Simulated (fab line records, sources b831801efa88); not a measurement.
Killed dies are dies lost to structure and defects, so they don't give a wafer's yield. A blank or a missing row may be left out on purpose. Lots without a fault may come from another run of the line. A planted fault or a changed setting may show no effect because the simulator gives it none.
Which tool did it? | flow sky130 | 14 lots, 42 wafers sampled, at 3 steps of a route of 708

WHAT THE GAUGES READ, wafer by wafer
SKY_LOCAL_INTERCONNECT_RS_MEAS_01: measures by four-point-probe.
lot  | measured     | on            | LOCAL_INTERCONNECT_TIN_RS (ohm/sq)
L926 | day 29 05:26 | film_metro-03 | 14.20 14.31 14.33
L927 | day 29 13:53 | film_metro-03 | 14.40 14.22 14.42
L928 | day 29 16:59 | film_metro-04 | 14.12 13.89 13.78
L929 | day 30 08:05 | film_metro-03 | 14.37 14.27 14.27
L931 | day 30 21:55 | film_metro-03 | 14.01 13.93 14.37
L938 | day 33 11:04 | film_metro-03 | 14.11 14.09 14.27
L939 | day 33 21:19 | film_metro-04 | 14.06 14.13 14.16
L941 | day 34 08:35 | film_metro-03 | 14.62 14.64 14.50
L944 | day 35 04:45 | film_metro-03 | 14.31 14.13 14.26
L945 | day 35 11:33 | film_metro-04 | 14.28 14.28 14.17
L946 | day 35 19:44 | film_metro-03 | 13.94 13.98 13.99
L949 | day 36 16:29 | film_metro-04 | 14.21 14.32 14.34
L947 | day 36 20:18 | film_metro-03 | 14.08 14.35 14.38
L948 | day 36 20:55 | film_metro-03 | 14.33 14.47 14.53

SKY_LOCAL_INTERCONNECT_OVL_MEAS_12.
lot  | measured     | on         | LOCAL_INTERCONNECT_OVL (nm)
L926 | day 30 09:26 | overlay-02 | -4 0 0
L927 | day 30 18:20 | overlay-02 | 4 6 7
L928 | day 30 21:33 | overlay-01 | -3 -8 -6
L929 | day 31 11:43 | overlay-01 | -9 -8 0
L931 | day 32 01:50 | overlay-02 | -3 -3 -5
L938 | day 34 13:33 | overlay-02 | 7 13 10
L939 | day 34 23:16 | overlay-02 | -5 -7 -9
L941 | day 35 10:51 | overlay-02 | -2 -2 4
L944 | day 36 07:11 | overlay-01 | -11 -10 -4
L945 | day 36 13:59 | overlay-02 | -4 -1 -1
L946 | day 36 22:26 | overlay-01 | -1 3 -1
L949 | day 37 18:38 | overlay-01 | -4 -5 1
L947 | day 37 22:47 | overlay-01 | -2 2 2
L948 | day 37 22:57 | overlay-01 | 4 5 6

WHICH TOOL RAN EACH LOT (tool, then ch and the chambers of the sampled wafers, then the start)
lot  | SKY_LI_CONTACT_CMP_02
L926 | cmp-01 ch 0,3, day 27 22:50
L927 | cmp-01 ch 1,2,3, day 28 07:51
L928 | cmp-02 ch 0,2,3, day 28 11:05
L929 | cmp-02 ch 0,1,3, day 29 02:18
L931 | cmp-02 ch 0,2,3, day 29 15:48
L938 | cmp-01 ch 1,2, day 32 05:44
L939 | cmp-01 ch 2,3, day 32 16:41
L941 | cmp-02 ch 0,2, day 33 04:06
L944 | cmp-02 ch 2,3, day 34 00:30
L945 | cmp-01 ch 1,3, day 34 07:58
L946 | cmp-02 ch 1,2,3, day 34 16:23
L949 | cmp-02 ch 2,3, day 35 12:59
L947 | cmp-02 ch 0,1, day 35 16:26
L948 | cmp-02 ch 1,2,3, day 35 16:44
- SKY_LI_CONTACT_CMP_02: polishes PSG.

WHAT THE TOOLS THEMSELVES READ (means of the sampled wafers that have a number; where no wafer has one, the mark that the record gives instead)
SKY_LI_CONTACT_CMP_02.
lot  | tool   | head_pressure_psi (psi) | motor_current_A (A) | slurry_flow_ml_min | time_to_endpoint_s (s)
L926 | cmp-01 | 4.003                   | 11.9                | 150.3              | 33.4
L927 | cmp-01 | 4.015                   | 12.0                | 150.2              | 34.3
L928 | cmp-02 | 3.988                   | 11.7                | 150.4              | 34.1
L929 | cmp-02 | 4.007                   | 12.5                | 149.7              | 35.1
L931 | cmp-02 | 3.995                   | 11.8                | 149.8              | 36.9
L938 | cmp-01 | 3.996                   | 12.2                | 150.2              | 31.5
L939 | cmp-01 | 3.994                   | 12.1                | 149.8              | 33.8
L941 | cmp-02 | 3.997                   | 11.6                | 150.1              | 33.9
L944 | cmp-02 | 4.002                   | 11.4                | 150.3              | 35.0
L945 | cmp-01 | 4.000                   | 12.2                | 150.2              | 34.9
L946 | cmp-02 | 4.003                   | 12.2                | 150.1              | 31.8
L949 | cmp-02 | 4.002                   | 11.3                | 150.6              | 30.1
L947 | cmp-02 | 4.002                   | 13.3                | 149.6              | 28.4
L948 | cmp-02 | 4.009                   | 12.1                | 150.0              | 33.5

THE ANSWER, worked out from the rows above alone
Rule: what is usual is taken from the lots themselves. Put in order of their means at a reading, lots are off if they are a third of the lots or fewer, leave a main group of 4 or more, and stand apart from it by a gap of 3 or more times the standard deviation of the main group's means; of several such gaps the widest counts. A main group whose means are all the same, to the digits that the tables above print for the reading, isn't used. A lot without any number at a reading at which 4 lots or more have one is off too. The other lots that the step has rows for count as sound. The gauges are gone through in route order, then the tools' own readings, and for those a lot's mean is taken as printed above. The first step at which some lot is off is used, and at that step the reading that is off furthest; a lot without a number counts as furthest.
No lot is off at any reading shown: from this, nothing can be told.

WHAT THE SIMULATOR HAD PUT IN
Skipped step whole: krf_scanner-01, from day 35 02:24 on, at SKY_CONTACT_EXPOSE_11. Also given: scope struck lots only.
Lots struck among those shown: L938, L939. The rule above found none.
